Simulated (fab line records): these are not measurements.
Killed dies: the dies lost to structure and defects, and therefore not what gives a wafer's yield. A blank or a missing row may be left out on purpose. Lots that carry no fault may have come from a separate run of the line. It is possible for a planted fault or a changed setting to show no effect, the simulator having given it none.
One fault through the eyes of 2 desks || flow sky130 || each desk has only its own numbers; what lay behind them comes last

## AT THE METROLOGY DESK
Means of the sampled wafers that have a number, per lot and without regard to the tool the lot ran on: this is what the gauges read. Marked OUT: a lot whose mean sits more than 4 standard deviations from the usual mean, which makes it out of limits; the brackets give that distance.
Columns: A = PASSIVATION_CVD_00_THK at SKY_PASSIVATION_THK_MEAS_01, usual 90.2 nm; B = PASSIVATION_CVD_02_THK at SKY_PASSIVATION_THK_MEAS_03, usual 541 nm
{"lot": "L224", "first seen here": "day 43 18:22", "A": 91.1, "B": 540}
{"lot": "L225", "first seen here": "day 43 23:58", "A": 90.3, "B": 540}
{"lot": "L226", "first seen here": "day 44 16:58", "A": 91.1, "B": 537}
{"lot": "L227", "first seen here": "day 44 18:13", "A": 89.5, "B": 547}
{"lot": "L228", "first seen here": "day 45 19:40", "A": 90.6, "B": 539}
{"lot": "L231", "first seen here": "day 45 22:22", "A": 90.4, "B": 546}
{"lot": "L229", "first seen here": "day 45 23:46", "A": 89.7, "B": 535}
{"lot": "L232", "first seen here": "day 46 00:31", "A": 89.6, "B": 533}
{"lot": "L233", "first seen here": "day 46 04:32", "A": 90.8, "B": 545}
{"lot": "L235", "first seen here": "day 46 19:35", "A": 90.3, "B": 542}
{"lot": "L237", "first seen here": "day 47 03:16", "A": 89.4, "B": 537}
{"lot": "L239", "first seen here": "day 47 12:26", "A": 90.2, "B": 539}
{"lot": "L240", "first seen here": "day 47 21:55", "A": 90.6, "B": 545}
This desk's finding: nothing out of limits on any of the 13 lots.

## FOR THE TOOL OWNER'S DESK: cvd w-01
The tool's own readings at SKY_VIA2_CVD_21 (deposits W, target thk 420 nm, time 126.4 s): means of the sampled wafers that have a number, for each lot that ran on this tool. Marked OUT: a lot whose mean sits more than 4 standard deviations from the usual mean, which makes it out of limits; the brackets give that distance.
Columns: A = heater power w at SKY_VIA2_CVD_21, usual 831 W
{"lot": "L224", "first seen here": "day 36 06:21", "A": 792}
{"lot": "L225", "first seen here": "day 36 12:52", "A": 783}
{"lot": "L226", "first seen here": "day 37 07:26", "A": 799}
{"lot": "L227", "first seen here": "day 37 10:03", "A": 797}
{"lot": "L228", "first seen here": "day 38 15:33", "A": 832}
{"lot": "L235", "first seen here": "day 39 19:19", "A": 797}
{"lot": "L237", "first seen here": "day 40 06:08", "A": 702}
{"lot": "L239", "first seen here": "day 40 17:49", "A": 754}
{"lot": "L240", "first seen here": "day 41 03:58", "A": 744}
This desk's finding: nothing out of limits on any of the 9 lots.

## PUT TOGETHER
At the metrology desk, nothing out of limits was observed.
The desk of the tool owner found nothing out of limits.

## WHAT THE SIMULATOR PUT IN
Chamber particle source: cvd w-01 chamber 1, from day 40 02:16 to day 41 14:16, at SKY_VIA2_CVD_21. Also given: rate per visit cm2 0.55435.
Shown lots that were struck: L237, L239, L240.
